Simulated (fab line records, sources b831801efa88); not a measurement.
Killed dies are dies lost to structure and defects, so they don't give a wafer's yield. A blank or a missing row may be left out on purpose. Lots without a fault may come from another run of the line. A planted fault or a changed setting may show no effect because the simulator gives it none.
Struck lot and sound lot, side by side | flow sky130 | 16 steps out of a route of 708
Sound: these wafers, L458.1, L458.4, L458.5. Wafers struck: L452.1, L452.4, L452.5. The cause comes at the end.
Order at every step that has rows: each side's tool, ch and its chambers, its first start. Under that, the readings that differ: sound wafers | struck wafers | difference of the means | sigmas: that difference in standard deviations of wafers without a fault.
alike: readings whose means differ by less than 2 such deviations, and words and numbers that are the same on both sides. not compared: withheld readings, readings that some wafer has no value for, bounds like >300 that may hide the same value, and numbers for which the record gives no deviation and whose values overlap.
A row with sigmas, a row that says differs or no value, or rows on one side alone: a step with any of these is where the two part. Numbers that don't overlap but have no deviation are shown without sigmas and don't part them. A reading missing from all wafers of one side parts the sides only when that side holds two or more wafers.

SKY_VIA2_BOW_MEAS_03:
  sound on filmMetro-01, day 39 03:04; struck on filmMetro-01, day 37 16:38
  alike: VIA2_BOW
then, 8 steps without rows for these wafers: SKY_VIA2_DEHYDRATE_04 (time 60 s); SKY_VIA2_HMDS_05 (prime time 60 s); SKY_VIA2_COAT_06 (resist thk 60 nm); SKY_VIA2_COAT_07 (resist thk 450 nm); SKY_VIA2_SOFTBAKE_08 (time 90 s); SKY_VIA2_EXPOSE_09 (exposes mask VIM2, target cd 200 nm); SKY_VIA2_PEB_10; SKY_VIA2_DEVELOP_11 (develop time 60 s).
SKY_VIA2_CD_MEAS_12: the cd target is 200 nm.
  sound on cdSem-01, day 40 02:34; struck on cdSem-02, day 38 17:13
  alike: cdNm
SKY_VIA2_OVL_MEAS_13:
  sound on overlay-02, day 40 02:41; struck on overlay-01, day 38 17:20
  alike: VIA2_OVL
SKY_VIA2_ETCH_14: etches BARC in N2/H2, stops on SiO2, time 45.9 s, target depth 60 nm.
  sound on rieDiel-01 ch 0,2,3, day 40 02:43; struck on rieDiel-03 ch 1,2, day 38 17:22
  alike: biasW, chamberPressureMTorr, drypumpMotorCurrentA, oesProductAu, throttleValvePct
  not compared: rfHoursCounterH
SKY_VIA2_ETCH_15: etches SiO2 in C4F8/O2/Ar, stops on TiN, target depth 546 nm, time 84 s.
  sound on rieDiel-01 ch 0,2,3, day 40 02:45; struck on rieDiel-03 ch 1,2, day 38 17:24
reading                                    | sound             | struck            | difference | sigmas
biasW (W)                                  | 1202 1205 1196    | 1638 1639 1646    | +440       | +99 or more
model.KrF-thick_of_VIA2_COAT_07.thkNm (nm) | 284.9 281.7 286.2 | 274.8 272.1 275.3 | -10.2      | 
model.TiN_of_METAL2_SPUTTER_04.thkNm (nm)  | 69.32 69.56 68.89 | 68.5 67.88 68.24  | -1.0       | 
  alike: chamberPressureMTorr, oesProductAu
  not compared: rfHoursCounterH
SKY_VIA2_STRIP_16: strips in O2/N2.
  sound on plasmaAsher-03 ch 0, day 40 02:49; struck on plasmaAsher-01 ch 0,1, day 38 17:28
reading                  | sound          | struck         | difference | sigmas
stripTimeToEndpointS (s) | 4.08 4.03 4.06 | 3.95 3.94 3.98 | -0.10      | -3
  alike: chamberPressureMTorr, drypumpMotorCurrentA, oesProductAu
  not compared: rfHoursCounterH
then, 1 step without rows for these wafers: SKY_VIA2_STRIP_17 (strips in post etch residue remover, time 1200 s).
-- the record jumps here: 9 days lie between the struck wafers' starts before and after (it left off in module VIA2 and takes up again in module PAD_OPEN, whose first step shown is number 708 of the route) --
SKY_PAD_OPEN_PROBE_99:
  sound on prober-01, day 48 18:18; struck on prober-02, day 47 16:16
  alike: defectLimitedYield, killed_at_M0_to_M3, killed_at_M4_up, killedAtContacts, killedAtFrontEnd, killedAtOther, killedDies, killedOpen, killedShort, sort_bin_3_pad_short, sort_bin_5_function, sort_bin_6_memory, sortNPass, sortYieldPct

WHERE THEY PART
At SKY_VIA2_ETCH_15 first; at SKY_VIA2_STRIP_16 last (within this record only). Later steps at which nothing parts them and some readings are alike: SKY_PAD_OPEN_PROBE_99.

WHY: what had been put in by the simulator
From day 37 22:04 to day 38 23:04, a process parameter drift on rieDiel-03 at SKY_VIA2_ETCH_15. From 1200, the setting biasW moved by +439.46. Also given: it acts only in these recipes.
